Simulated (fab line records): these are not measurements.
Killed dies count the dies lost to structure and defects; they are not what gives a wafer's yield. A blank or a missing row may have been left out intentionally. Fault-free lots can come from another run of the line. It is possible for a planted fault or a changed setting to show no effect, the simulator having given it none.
Chamber matching -- flow sky130 -- SKY_LI_CONTACT_CMP_02 on cmp-02 has 4 sister chambers
The step polishes PSG. 8 wafers are shown with their chamber, then 7 later ones without.

== WAFERS, EACH WITH ITS CHAMBER ==
wafer,chamber,motorCurrentA (A),timeToEndpointS (s)
L110.1,1,11.2,31.9
L112.1,3,10.6,31.9
L112.3,0,10.7,36.6
L113.1,0,10.5,33.9
L113.2,3,10.1,34.1
L113.3,2,10.1,38.1
L115.1,1,12.7,36.5
L115.2,2,9.8,33.4

== WAFERS WHOSE CHAMBER IS MISSING ==
wafer,motorCurrentA (A),timeToEndpointS (s)
L115.5,9.4,35.0
L117.3,10.4,38.3
L117.4,11.5,33.8
L117.6,9.3,36.5
L118.2,10.4,34.0
L118.3,10.0,29.9
L118.5,9.8,33.0

== THE CHAMBER EACH PASSED THROUGH ==
wafer,from the rows above,in truth
L115.5,can't be placed: 2 or 3 or 0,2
L117.3,can't be placed: 0 or 2 or 3 or 1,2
L117.4,can't be placed: 1 or 0 or 3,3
L117.6,can't be placed: 2 or 3 or 0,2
L118.2,can't be placed: 3 or 0 or 2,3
L118.3,can't be placed: 3 or 2 or 0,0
L118.5,can't be placed: 3 or 2 or 0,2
Correctly placed: 0 of 7. Can't be placed from these rows: 7 (the true chamber is among the candidates in 7). 0 placed wrongly.
How it was worked out, from the rows above alone: a wafer's distance from a chamber is the root of the sum, over the readings, of the square of ((its reading less the chamber's mean) divided by the reading's scatter). If the next closest chamber is less than 2 further off than the closest, the wafer can't be placed; otherwise it belongs to the closest. For every chamber, the mean is computed from those of its wafers that are shown. The scatter: the root of (the sum of the squares of (reading less its chamber's mean) over the shown wafers, divided by (wafers less chambers)).
